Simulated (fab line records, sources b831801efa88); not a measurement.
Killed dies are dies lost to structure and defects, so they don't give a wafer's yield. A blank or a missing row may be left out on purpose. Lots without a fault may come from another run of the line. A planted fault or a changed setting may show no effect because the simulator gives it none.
A struck lot beside a sound one | flow sky130 | 16 steps out of a route of 708
Sound: wafers L130.1, L130.3, L130.4. Struck: wafer L139.1. (L139.4 of the same lot was not struck and is left out.) The cause comes at the end.
At each step with rows: each side's tool, then ch and its chambers, then its first start. Under that, the readings that differ: sound wafers | struck wafers | difference of the means | sigmas: that difference in standard deviations of wafers without a fault.
alike: readings whose means differ by less than 2 such deviations, and words and numbers that are the same on both sides. not compared: withheld readings, readings that some wafer has no value for, bounds like >300 that may hide the same value, and numbers for which the record gives no deviation and whose values overlap.
The two part at a step that has a row with sigmas, a row that says differs or no value, or rows on one side only. Numbers that don't overlap but have no deviation are shown without sigmas and don't part them. A reading that every wafer of one side lacks parts them only if that side has two wafers or more.

first, 8 steps without rows for these wafers: SKY_CONTACT_DEHYDRATE_06 (time 60 s); SKY_CONTACT_HMDS_07 (prime time 60 s); SKY_CONTACT_COAT_08 (resist thk 60 nm); SKY_CONTACT_COAT_09 (resist thk 450 nm); SKY_CONTACT_SOFTBAKE_10 (time 90 s); SKY_CONTACT_EXPOSE_11 (exposes mask CTM1, target cd 170 nm); SKY_CONTACT_PEB_12; SKY_CONTACT_DEVELOP_13 (develop time 60 s).
SKY_CONTACT_CD_MEAS_14: target cd 170 nm.
  sound on cd_sem-01, day 33 21:04; struck on cd_sem-02, day 36 20:37
  alike: cd_nm
SKY_CONTACT_OVL_MEAS_15:
  sound on overlay-02, day 33 21:11; struck on overlay-02, day 36 20:44
  alike: CONTACT_OVL
SKY_CONTACT_ETCH_16: etches BARC in N2/H2, stops on SiO2, time 45.9 s, target depth 60 nm.
  sound on rie_diel-01 ch 0,1,3, day 33 21:14; struck on rie_diel-03 ch 3, day 36 20:46
  alike: drypump_motor_current_A, oes_product_au, throttle_valve_pct
  not compared: rf_hours_counter_h
SKY_CONTACT_ETCH_17: etches SiO2 in C4F8/O2/Ar, stops on Si3N4, target depth 340 nm.
  sound on rie_diel-01 ch 0,1,3, day 33 21:16; struck on rie_diel-03 ch 3, day 36 20:48
  alike: oes_product_au
SKY_CONTACT_ETCH_18: etches Si3N4 in CHF3/O2, stops on TiN, time 39 s, target depth 75 nm.
  sound on rie_diel-01 ch 0,1,3, day 33 21:00; struck on rie_diel-03 ch 3, day 36 20:00
  reading                                        | sound             | struck | difference | sigmas
  oes_product_au (a.u.)                          | 0.860 0.833 0.856 | 0.830  | -0.020     | -2
  model.KrF-thick_of_CONTACT_COAT_09.thk_nm (nm) | 244.4 243.3 243.9 | 264.8  | +20.9      |
  model.etch.depth_nm (nm)                       | 75.11 72.92 74.91 | 72.14  | -2.17      |
  alike: drypump_motor_current_A, throttle_valve_pct
  not compared: rf_hours_counter_h
SKY_CONTACT_STRIP_19: strips in O2/N2.
  sound on plasma_asher-04 ch 0,1, day 33 21:22; struck on plasma_asher-02 ch 0, day 36 20:53
  reading                      | sound             | struck | difference | sigmas
  oes_product_au (a.u.)        | 0.381 0.388 0.381 | 0.398  | +0.015     | +3
  strip_time_to_endpoint_s (s) | 3.623 3.608 3.601 | 3.844  | +0.233     | +9
  alike: drypump_motor_current_A
  not compared: rf_hours_counter_h
then, 1 step without rows for these wafers: SKY_CONTACT_STRIP_20 (strips in post etch residue remover, time 1200 s).
-- the record jumps here: 13 days lie between the struck wafers' starts before and after (it left off in module CONTACT and takes up again in module PAD_OPEN, whose first step shown is number 708 of the route) --
SKY_PAD_OPEN_PROBE_99:
  sound on prober-02, day 47 10:34; struck on prober-01, day 49 17:11
  reading            | sound    | struck | difference | sigmas
  killed_at_contacts | 33 25 32 | 334    | +304       | +58
  killed_dies        | 78 96 91 | 396    | +308       | +34
  killed_on_rim      | 14 18 14 | 41     | +26        | +7
  alike: killed_at_M0_to_M3, killed_at_M4_up, killed_at_front_end, killed_at_other, killed_open, killed_short

WHERE THEY PART
First at SKY_CONTACT_ETCH_18; last, within this record, at SKY_PAD_OPEN_PROBE_99.

WHY: what the simulator had put in
Process parameter drift: rie_diel-03, from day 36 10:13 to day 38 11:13, at SKY_CONTACT_ETCH_18. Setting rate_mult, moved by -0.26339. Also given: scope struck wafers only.
